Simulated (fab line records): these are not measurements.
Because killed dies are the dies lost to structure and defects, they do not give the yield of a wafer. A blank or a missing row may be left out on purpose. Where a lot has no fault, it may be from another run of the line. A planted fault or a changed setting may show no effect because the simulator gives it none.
fab line records	flow sky130	part 1 of 2: steps 1 to 22 of 33
record: lots: 5	wafers: 15	last_day: 50
route steps=708 shown CAP2M@613 METAL4@621 VIA4@639
lots that met no fault: taken from a fault-free run of the same line
start_h: the number of hours between the record's first day and the start of the first shown wafer of the lot	wait_h: hours elapsed since this lot's preceding step	" the same as in the row above	L1.1+2: one row covering several wafers at once	- no value, or no start given	* or withheld: withheld	< > ~ a bound
route shown NAME@n: NAME is a module with steps in the file, n the number in the route of the first one	usual: the fault-free wafers' mean and standard deviation	same: alike in all rows	chamber/n: place in a boat	sites: the reading at each site	_std_site: their standard deviation	_edge_site: mean of outer sites minus mean of inner sites	radius_mm: for every site, how far away it sits from the centre of the wafer	mask NAME#n: copy n	behind: the most recent tool/chamber to have shaped the wafer	hold: the reason the lot was held/the length of the hold in hours/how it ended	device: names the non-switching transistor (n, p or np)	end of line: at the end of the route, the tests of the same wafers	for a step that has no rows: nothing shown but its recipe	killed: count of dies lost to structure and defects at first sort (not the wafer's yield)	map: dies across one wafer; x = killed, . = not, _ = none there
set.NAME: the setting that was run; set.NAME@STEP: the one run at that earlier step	model.NAME: the simulator's own value behind a step, which no gauge read
lots at selected steps of the route; one table per step, one row per wafer
services: from which hour (start_h, from the record's first day; less than 0 if before it) a tool's chamber was out of use, for how many hours, and why
== steps ==
step: SKY_CAP2M_PEB_10
recipe: temp_c: withheld	time_s: *	resist: NOVOLAK
usual: chill_plate_temp_C: *
lot.wafer	tool	chamber	start_h	wait_h	chill_plate_temp_C
L076.1	litho_track-04	0	-	-	*
L076.3	"	0	"	"	*
L076.6	"	0	"	"	*
L084.3	litho_track-02	0	-	-	*
L084.4	"	0	"	"	*
L084.6	"	0	"	"	*
L091.2	litho_track-04	0	-	-	*
L091.4	"	0	"	"	*
L091.6	"	0	"	"	*
L095.2	litho_track-02	0	-	-	*
L095.4	"	0	"	"	*
L095.5	"	0	"	"	*
L097.2	litho_track-02	0	-	-	*
L097.4	"	0	"	"	*
L097.6	"	0	"	"	*
step: SKY_CAP2M_DEVELOP_11
recipe: resist: NOVOLAK	developer: TMAH	develop_time_s: 60	dev_temp_c: 23
usual: chill_plate_temp_C: 22.98/0.11
same: develop_time_s: 60
lot.wafer	tool	chamber	start_h	wait_h	chill_plate_temp_C
L076.1	litho_track-04	0	962.41	0.1	22.91
L076.3	"	0	"	"	23.08
L076.6	"	0	"	"	22.99
L084.3	litho_track-02	0	1036.12	0.1	22.98
L084.4	"	0	"	"	22.98
L084.6	"	0	"	"	22.97
L091.2	litho_track-04	0	1070.23	0.1	22.95
L091.4	"	0	"	"	22.78
L091.6	"	0	"	"	23.04
L095.2	litho_track-02	0	1093.90	0.1	22.92
L095.4	"	0	"	"	23.07
L095.5	"	0	"	"	23.00
L097.2	litho_track-02	0	1099.75	0.1	23.30
L097.4	"	0	"	"	23.09
L097.6	"	0	"	"	23.21
step: SKY_CAP2M_OVL_MEAS_12
usual: CAP2M_OVL: -0.3/1.2
lot.wafer	tool	chamber	start_h	wait_h	CAP2M_OVL[nm]
L076.1	overlay-01	-	962.56	0.1	0.8
L076.3	"	-	"	"	-0.4
L076.6	"	-	"	"	-1.9
L084.3	overlay-01	-	1036.24	0.1	-2.2
L084.4	"	-	"	"	-2.1
L084.6	"	-	"	"	-0.9
L091.2	overlay-01	-	1070.36	0.1	-2.5
L091.4	"	-	"	"	-1.5
L091.6	"	-	"	"	-1.4
L095.2	overlay-01	-	1094.03	0.1	-2.1
L095.4	"	-	"	"	-2.5
L095.5	"	-	"	"	-2.7
L097.2	overlay-02	-	1099.88	0.1	0.6
L097.4	"	-	"	"	-1.1
L097.6	"	-	"	"	2.4
step: SKY_CAP2M_METAL_ETCH_13
recipe: target_depth_nm: 220	stop_on: SiO2	chemistry: Cl2/BCl3	target: TiN	pressure_mtorr: 10	icp_w: 900	bias_w: 48.5	Cl2_flow_sccm: 60	bcl3_flow_sccm: 30	time_s: 62.9
usual: drypump_motor_current_A: 5.7/0.52	oes_product_au: 0.943/0.0077	rf_fwd_power_W: 893/3.4	throttle_valve_pct: 21.901/0.0095
lot.wafer	tool	chamber	start_h	wait_h	drypump_motor_current_A	oes_product_au	rf_fwd_power_W	rf_hours_counter_h	throttle_valve_pct
L076.1	rie_metal-04	1	962.59	0.0	6.1	0.928	892	15	21.896
L076.3	"	0	"	"	5.8	0.930	897	-	21.905
L076.6	"	1	"	"	6.1	0.939	891	-	21.911
L084.3	rie_metal-02	1	1036.29	0.0	5.5	0.931	894	-	21.882
L084.4	"	0	"	"	4.7	0.940	894	-	21.899
L084.6	"	1	"	"	5.5	0.942	888	-	21.899
L091.2	rie_metal-03	0	1070.39	0.0	6.0	0.943	893	18	21.889
L091.4	"	1	"	"	6.2	0.947	890	-	21.906
L091.6	"	1	"	"	6.2	0.941	891	-	21.905
L095.2	rie_metal-04	1	1094.06	0.0	6.1	0.938	895	22	21.905
L095.4	"	1	"	"	6.1	0.936	888	-	21.895
L095.5	"	1	"	"	6.1	0.933	892	-	21.909
L097.2	rie_metal-03	0	1099.91	0.0	6.0	0.950	897	19	21.897
L097.4	"	1	"	"	6.3	0.956	891	-	21.904
L097.6	"	1	"	"	6.2	0.948	890	-	21.891
step: SKY_CAP2M_STRIP_14
recipe: chemistry: O2/N2	power_w: 1400	pressure_mtorr: 1500	platen_temp_c: withheld	o2_flow_sccm: 3000	n2_flow_sccm: 300	overash_fraction: 0.5
usual: drypump_motor_current_A: 5.49/0.28	o2_flow_sccm: 3000/8.4	oes_product_au: 0.710/0.0049	strip_time_to_endpoint_s: 12.65/0.04
lot.wafer	tool	chamber	start_h	wait_h	drypump_motor_current_A	o2_flow_sccm	oes_product_au	rf_hours_counter_h	strip_time_to_endpoint_s
L076.1	plasma_asher-04	1	962.67	0.1	5.78	3001	0.716	22	12.63
L076.3	"	0	"	"	5.85	3007	0.710	-	12.62
L076.6	"	0	"	"	5.88	2989	0.716	-	12.62
L084.3	plasma_asher-01	0	1036.37	0.1	5.39	3000	0.709	-	12.68
L084.4	"	1	"	"	5.30	3000	0.717	-	12.64
L084.6	"	1	"	"	5.30	2985	0.700	-	12.66
L091.2	plasma_asher-04	0	1070.47	0.1	5.88	2997	0.717	33	12.67
L091.4	"	1	"	"	5.74	3008	0.711	-	12.62
L091.6	"	1	"	"	5.77	2991	0.706	-	12.61
L095.2	plasma_asher-04	1	1094.14	0.1	5.77	3001	0.712	35	12.60
L095.4	"	0	"	"	5.87	3014	0.705	-	12.64
L095.5	"	0	"	"	5.91	2996	0.707	-	12.60
L097.2	plasma_asher-01	1	1100.01	0.1	5.28	3002	0.706	100	12.66
L097.4	"	1	"	"	5.28	3008	0.711	-	12.66
L097.6	"	1	"	"	5.27	2991	0.714	-	12.65
step: SKY_CAP2M_STRIP_15
recipe: chemistry: post_etch_residue_remover	time_s: 1200	temp_c: 72.5
usual: bath_heat_duty_pct: 14.4/1.4
lot.wafer	tool	chamber	start_h	wait_h	bath_heat_duty_pct
L076.1	wet_bench-01	0	962.77	0.1	14.4
L076.3	"	0	"	"	14.4
L076.6	"	0	"	"	14.2
L084.3	wet_bench-02	1	1036.44	0.0	15.6
L084.4	"	1	"	"	16.5
L084.6	"	1	"	"	14.2
L091.2	wet_bench-02	2	1070.57	0.1	15.2
L091.4	"	2	"	"	17.9
L091.6	"	2	"	"	15.5
L095.2	wet_bench-04	1	1094.24	0.1	12.1
L095.4	"	1	"	"	12.6
L095.5	"	1	"	"	12.9
L097.2	wet_bench-02	3	1100.11	0.1	13.6
L097.4	"	3	"	"	13.1
L097.6	"	3	"	"	14.0
step: SKY_CAP2M_CLEAN_16
recipe: chemistry: IPA	time_s: 180	temp_c: 25
usual: bath_heat_duty_pct: 6.3/0.64
lot.wafer	tool	chamber	start_h	wait_h	bath_heat_duty_pct
L076.1	wet_bench-02	3	963.11	0.0	6.3
L076.3	"	3	"	"	5.6
L076.6	"	3	"	"	6.2
L084.3	wet_bench-01	3	1036.78	0.0	7.1
L084.4	"	3	"	"	6.1
L084.6	"	3	"	"	7.3
L091.2	wet_bench-01	3	1070.91	0.0	7.1
L091.4	"	3	"	"	7.4
L091.6	"	3	"	"	5.9
L095.2	wet_bench-04	3	1094.64	0.1	6.1
L095.4	"	3	"	"	6.3
L095.5	"	3	"	"	6.6
L097.2	wet_bench-02	3	1100.86	0.4	6.3
L097.4	"	3	"	"	7.2
L097.6	"	3	"	"	5.8
step: SKY_CAP2M_CLEAN_17
recipe: chemistry: O3/DIW	dry: n2_spin
lot.wafer	tool	chamber	start_h	wait_h
L076.1+3+6	wet_bench-01	3	963.18	0.0
L084.3+4+6	wet_bench-02	1	1036.84	0.0
L091.2+4+6	wet_bench-04	0	1070.97	0.0
L095.2+4+5	wet_bench-01	2	1094.74	0.0
L097.2+4+6	wet_bench-02	3	1100.99	0.1
step: SKY_METAL4_DEHYDRATE_05
recipe: temp_c: 200	time_s: 60
usual: chill_plate_temp_C: 23.02/0.091
lot.wafer	tool	chamber	start_h	wait_h	chill_plate_temp_C
L076.1	litho_track-03	0	973.65	10.4	22.91
L076.3	"	0	"	"	22.84
L076.6	"	0	"	"	22.87
L084.3	litho_track-01	0	1046.81	9.9	23.02
L084.4	"	0	"	"	23.02
L084.6	"	0	"	"	23.02
L091.2	litho_track-04	0	1081.23	10.2	23.08
L091.4	"	0	"	"	23.01
L091.6	"	0	"	"	23.12
L095.2	litho_track-03	0	1104.17	9.3	23.02
L095.4	"	0	"	"	22.98
L095.5	"	0	"	"	23.00
L097.2	litho_track-04	0	1109.58	8.5	23.13
L097.4	"	0	"	"	23.10
L097.6	"	0	"	"	23.06
step: SKY_METAL4_HMDS_06
recipe: prime_time_s: 60	prime_temp_c: 120
usual: chill_plate_temp_C: 22.99/0.11
lot.wafer	tool	chamber	start_h	wait_h	chill_plate_temp_C
L076.1	litho_track-03	0	973.80	0.1	22.96
L076.3	"	0	"	"	22.80
L076.6	"	0	"	"	22.94
L084.3	litho_track-01	0	1046.96	0.1	22.93
L084.4	"	0	"	"	22.81
L084.6	"	0	"	"	22.91
L091.2	litho_track-04	0	1081.38	0.1	22.83
L091.4	"	0	"	"	22.93
L091.6	"	0	"	"	22.91
L095.2	litho_track-03	0	1104.32	0.1	23.01
L095.4	"	0	"	"	23.04
L095.5	"	0	"	"	22.95
L097.2	litho_track-04	0	1109.73	0.1	23.11
L097.4	"	0	"	"	23.20
L097.6	"	0	"	"	23.21
step: SKY_METAL4_COAT_07
recipe: resist: BARC	temp_c: withheld	time_s: withheld	spin_rpm: 3000	resist_thk_nm: 60
usual: chill_plate_temp_C: *
lot.wafer	tool	chamber	start_h	wait_h	chill_plate_temp_C
L076.1	litho_track-03	0	973.95	0.1	*
L076.3	"	0	"	"	*
L076.6	"	0	"	"	*
L084.3	litho_track-01	0	1047.11	0.1	*
L084.4	"	0	"	"	*
L084.6	"	0	"	"	*
L091.2	litho_track-04	0	1081.53	0.1	*
L091.4	"	0	"	"	*
L091.6	"	0	"	"	*
L095.2	litho_track-03	0	1104.47	0.1	*
L095.4	"	0	"	"	*
L095.5	"	0	"	"	*
L097.2	litho_track-04	0	1109.88	0.1	*
L097.4	"	0	"	"	*
L097.6	"	0	"	"	*
step: SKY_METAL4_COAT_08
recipe: resist: KrF-thick	spin_rpm: 3000	resist_thk_nm: 1140
usual: chill_plate_temp_C: 23.02/0.11
lot.wafer	tool	chamber	start_h	wait_h	chill_plate_temp_C
L076.1	litho_track-03	0	-	-	23.11
L076.3	"	0	"	"	23.08
L076.6	"	0	"	"	23.13
L084.3	litho_track-01	0	-	-	23.03
L084.4	"	0	"	"	22.86
L084.6	"	0	"	"	22.81
L091.2	litho_track-04	0	-	-	22.99
L091.4	"	0	"	"	22.96
L091.6	"	0	"	"	23.01
L095.2	litho_track-03	0	-	-	22.98
L095.4	"	0	"	"	23.13
L095.5	"	0	"	"	22.96
L097.2	litho_track-04	0	-	-	23.12
L097.4	"	0	"	"	22.90
L097.6	"	0	"	"	23.06
step: SKY_METAL4_SOFTBAKE_09
recipe: temp_c: 100	time_s: 90	resist: KrF-thick
usual: chill_plate_temp_C: 23.00/0.1
lot.wafer	tool	chamber	start_h	wait_h	chill_plate_temp_C
L076.1	litho_track-03	0	-	-	23.08
L076.3	"	0	"	"	22.98
L076.6	"	0	"	"	22.98
L084.3	litho_track-01	0	-	-	23.15
L084.4	"	0	"	"	23.05
L084.6	"	0	"	"	22.89
L091.2	litho_track-04	0	-	-	22.96
L091.4	"	0	"	"	23.18
L091.6	"	0	"	"	22.92
L095.2	litho_track-03	0	-	-	22.95
L095.4	"	0	"	"	23.05
L095.5	"	0	"	"	23.07
L097.2	litho_track-04	0	-	-	23.06
L097.4	"	0	"	"	23.12
L097.6	"	0	"	"	23.26
step: SKY_METAL4_EXPOSE_10
recipe: mask_id: MM4	na: 0.68	source_shape: annular	sigma_inner: 0.4	sigma_outer: 0.8	target_cd_nm: 300	dose_mj: 28
usual: focus_offset_nm: 0.0/0.55
lot.wafer	tool	chamber	start_h	wait_h	mask	focus_offset_nm
L076.1	krf_scanner-01	0	-	-	MM4#0	0.6
L076.3	"	0	"	"	MM4#0	-0.2
L076.6	"	0	"	"	MM4#0	0.1
L084.3	krf_scanner-01	0	-	-	MM4#0	0.6
L084.4	"	0	"	"	MM4#0	0.0
L084.6	"	0	"	"	MM4#0	-0.6
L091.2	krf_scanner-02	0	-	-	MM4#0	-0.6
L091.4	"	0	"	"	MM4#0	0.1
L091.6	"	0	"	"	MM4#0	0.6
L095.2	krf_scanner-02	0	-	-	MM4#0	-0.3
L095.4	"	0	"	"	MM4#0	-1.5
L095.5	"	0	"	"	MM4#0	-0.2
L097.2	krf_scanner-01	0	-	-	MM4#0	0.6
L097.4	"	0	"	"	MM4#0	0.5
L097.6	"	0	"	"	MM4#0	0.1
step: SKY_METAL4_PEB_11
recipe: peb_temp_c: withheld	peb_time_s: withheld	resist: KrF-thick
usual: chill_plate_temp_C: *
lot.wafer	tool	chamber	start_h	wait_h	chill_plate_temp_C
L076.1	litho_track-03	0	-	-	*
L076.3	"	0	"	"	*
L076.6	"	0	"	"	*
L084.3	litho_track-03	0	-	-	*
L084.4	"	0	"	"	*
L084.6	"	0	"	"	*
L091.2	litho_track-01	0	-	-	*
L091.4	"	0	"	"	*
L091.6	"	0	"	"	*
L095.2	litho_track-01	0	-	-	*
L095.4	"	0	"	"	*
L095.5	"	0	"	"	*
L097.2	litho_track-04	0	-	-	*
L097.4	"	0	"	"	*
L097.6	"	0	"	"	*
step: SKY_METAL4_DEVELOP_12
recipe: develop_time_s: 60	resist: KrF-thick	dev_temp_c: 21
usual: chill_plate_temp_C: 22.99/0.092
same: develop_time_s: 60
lot.wafer	tool	chamber	start_h	wait_h	chill_plate_temp_C
L076.1	litho_track-03	0	-	-	23.04
L076.3	"	0	"	"	22.98
L076.6	"	0	"	"	23.10
L084.3	litho_track-03	0	-	-	22.99
L084.4	"	0	"	"	23.08
L084.6	"	0	"	"	22.97
L091.2	litho_track-01	0	-	-	22.93
L091.4	"	0	"	"	23.00
L091.6	"	0	"	"	23.05
L095.2	litho_track-01	0	-	-	23.13
L095.4	"	0	"	"	23.05
L095.5	"	0	"	"	23.14
L097.2	litho_track-04	0	-	-	22.86
L097.4	"	0	"	"	22.96
L097.6	"	0	"	"	22.88
step: SKY_METAL4_CD_MEAS_13
recipe: target_cd_nm: 300
usual: cd_nm: 299.2/1.5
lot.wafer	tool	chamber	start_h	wait_h	cd_nm
L076.1	cd_sem-01	-	986.40	-	300.4
L076.3	"	-	"	"	299.8
L076.6	"	-	"	"	301.6
L084.3	cd_sem-01	-	1058.49	-	302.8
L084.4	"	-	"	"	302.6
L084.6	"	-	"	"	300.8
L091.2	cd_sem-01	-	1091.53	-	297.6
L091.4	"	-	"	"	297.6
L091.6	"	-	"	"	299.6
L095.2	cd_sem-02	-	1114.18	-	298.5
L095.4	"	-	"	"	300.3
L095.5	"	-	"	"	301.9
L097.2	cd_sem-01	-	1119.98	-	298.4
L097.4	"	-	"	"	298.4
L097.6	"	-	"	"	299.1
step: SKY_METAL4_OVL_MEAS_14
usual: METAL4_OVL: -4/5.6
lot.wafer	tool	chamber	start_h	wait_h	METAL4_OVL[nm]
L076.1	overlay-02	-	986.52	0.1	-6
L076.3	"	-	"	"	2
L076.6	"	-	"	"	-3
L084.3	overlay-01	-	1058.58	0.1	-8
L084.4	"	-	"	"	-10
L084.6	"	-	"	"	-14
L091.2	overlay-01	-	1091.63	0.1	-6
L091.4	"	-	"	"	-1
L091.6	"	-	"	"	-2
L095.2	overlay-02	-	1114.28	0.1	0
L095.4	"	-	"	"	-14
L095.5	"	-	"	"	-3
L097.2	overlay-02	-	1120.08	0.1	-10
L097.4	"	-	"	"	-5
L097.6	"	-	"	"	-9
step: SKY_METAL4_DESCUM_15
recipe: chemistry: O2	source_power_w: 150	bias_power_w: 0	pressure_mtorr: 10	temp_c: 40	time_s: 8
usual: drypump_motor_current_A: 5.6/0.54	oes_product_au: 1.005/0.0093	rf_fwd_power_W: 147.5/0.89
lot.wafer	tool	chamber	start_h	wait_h	drypump_motor_current_A	oes_product_au	rf_fwd_power_W	rf_hours_counter_h
L076.1	rie_metal-02	0	986.56	0.0	4.7	1.007	148.5	12
L076.3	"	1	"	"	5.5	1.007	146.8	-
L076.6	"	1	"	"	5.5	1.007	146.8	-
L084.3	rie_metal-02	0	1058.62	0.0	4.7	1.011	148.6	-
L084.4	"	1	"	"	5.5	1.008	147.1	-
L084.6	"	1	"	"	5.5	1.012	146.2	-
L091.2	rie_metal-02	1	1091.66	0.0	5.5	1.005	146.0	16
L091.4	"	0	"	"	4.7	1.017	148.5	-
L091.6	"	1	"	"	5.5	1.003	147.4	-
L095.2	rie_metal-02	1	1114.31	0.0	5.5	1.005	145.8	17
L095.4	"	0	"	"	4.7	0.997	148.9	-
L095.5	"	1	"	"	5.5	1.012	146.1	-
L097.2	rie_metal-04	1	1120.11	0.0	6.1	1.014	146.1	24
L097.4	"	1	"	"	6.1	1.005	146.4	-
L097.6	"	0	"	"	5.8	1.016	147.2	-
step: SKY_METAL4_ETCH_16
recipe: chemistry: N2/H2	target: BARC	ion_energy_ev: 200	bias_w: 100	pressure_mtorr: 30	n2_flow_sccm: 100	h2_flow_sccm: 200	icp_w: 500	stop_on: SiO2	time_s: 88.2	target_depth_a: 600
usual: drypump_motor_current_A: 5.6/0.53	oes_product_au: 0.625/0.0049	rf_fwd_power_W: 497.1/1.6	throttle_valve_pct: 13.205/0.0081
lot.wafer	tool	chamber	start_h	wait_h	drypump_motor_current_A	oes_product_au	rf_fwd_power_W	rf_hours_counter_h	throttle_valve_pct
L076.1	rie_metal-02	0	986.59	0.0	4.7	0.630	498.6	12	13.205
L076.3	"	1	"	"	5.5	0.621	496.0	-	13.203
L076.6	"	1	"	"	5.5	0.628	494.9	-	13.210
L084.3	rie_metal-02	0	1058.67	0.0	4.7	0.624	499.4	-	13.206
L084.4	"	1	"	"	5.5	0.626	497.9	-	13.205
L084.6	"	1	"	"	5.5	0.620	496.5	-	13.203
L091.2	rie_metal-02	1	1091.70	0.0	5.5	0.629	498.0	16	13.203
L091.4	"	0	"	"	4.7	0.622	496.9	-	13.200
L091.6	"	1	"	"	5.5	0.629	494.9	-	13.206
L095.2	rie_metal-02	1	1114.35	0.0	5.5	0.627	497.5	17	13.211
L095.4	"	0	"	"	4.7	0.624	495.1	-	13.200
L095.5	"	1	"	"	5.5	0.628	496.6	-	13.207
L097.2	rie_metal-04	1	1120.15	0.0	6.1	0.625	499.9	24	13.214
L097.4	"	1	"	"	6.1	0.617	497.2	-	13.209
L097.6	"	0	"	"	5.8	0.619	495.3	-	13.205
step: SKY_METAL4_ETCH_17
recipe: target: SiO2	stop_on: TiN	chemistry: C4F8/O2/Ar	source_w: 1500	bias_w: 1200	pressure_mtorr: 40	c4f8_flow_sccm: withheld	O2_flow_sccm: 6	Ar_flow_sccm: 300	time_s: 3.9	target_depth_a: 150
usual: oes_product_au: 0.753/0.0074	rf_fwd_power_W: 1466/5.9
lot.wafer	tool	chamber	start_h	wait_h	oes_product_au	rf_fwd_power_W	rf_hours_counter_h
L076.1	rie_diel-01	1	986.69	0.1	0.743	1472	21
L076.3	"	2	"	"	0.752	1466	20
L076.6	"	2	"	"	0.755	1468	-
L084.3	rie_diel-04	2	1058.74	0.0	0.765	1473	23
L084.4	"	0	"	"	0.746	1457	17
L084.6	"	0	"	"	0.744	1465	-
L091.2	rie_diel-04	2	1091.79	0.1	0.736	1477	0
L091.4	"	1	"	"	0.753	1471	17
L091.6	"	2	"	"	0.758	1478	-
L095.2	rie_diel-04	2	1114.44	0.1	0.756	1468	1
L095.4	"	3	"	"	0.767	1473	-
L095.5	"	2	"	"	0.768	1471	-
L097.2	rie_diel-01	1	1120.24	0.1	0.755	1462	25
L097.4	"	2	"	"	0.762	1467	24
L097.6	"	0	"	"	0.764	1459	-
step: SKY_METAL4_METAL_ETCH_18
recipe: target_depth_a: 8450	stop_on: SiO2	over_etch_frac: 0.3	time_s: 183.1	chemistry: Cl2/BCl3	resist_sidewall_deg: 88	pressure_mtorr: 10	icp_w: 900	bias_w: 48.5	Cl2_flow_sccm: 60	bcl3_flow_sccm: 30
usual: drypump_motor_current_A: 5.7/0.48	oes_product_au: 0.866/0.0064	rf_fwd_power_W: 897.1/2.8	throttle_valve_pct: 22.263/0.0086
lot.wafer	tool	chamber	start_h	wait_h	drypump_motor_current_A	oes_product_au	rf_fwd_power_W	rf_hours_counter_h	throttle_valve_pct
L076.1	rie_metal-04	1	986.70	0.0	6.1	0.876	898.4	16	22.257
L076.3	"	1	"	"	6.1	0.867	891.6	-	22.267
L076.6	"	1	"	"	6.1	0.862	900.2	-	22.282
L084.3	rie_metal-04	1	1058.81	0.1	6.1	0.865	900.3	-	22.246
L084.4	"	0	"	"	5.8	0.855	897.7	-	22.262
L084.6	"	1	"	"	6.1	0.869	897.3	-	22.263
L091.2	rie_metal-01	0	1091.81	0.0	6.4	0.873	897.7	13	22.251
L091.4	"	0	"	"	6.4	0.866	898.5	-	22.264
L091.6	"	1	"	"	5.5	0.868	897.2	-	22.265
L095.2	rie_metal-01	0	1114.46	0.0	6.4	0.859	904.2	14	22.255
L095.4	"	0	"	"	6.4	0.873	900.5	-	22.251
L095.5	"	1	"	"	5.5	0.863	895.8	-	22.254
L097.2	rie_metal-02	1	1120.26	0.0	5.5	0.856	898.9	18	22.285
L097.4	"	0	"	"	4.7	0.860	898.4	-	22.284
L097.6	"	0	"	"	4.7	0.866	899.8	-	22.252
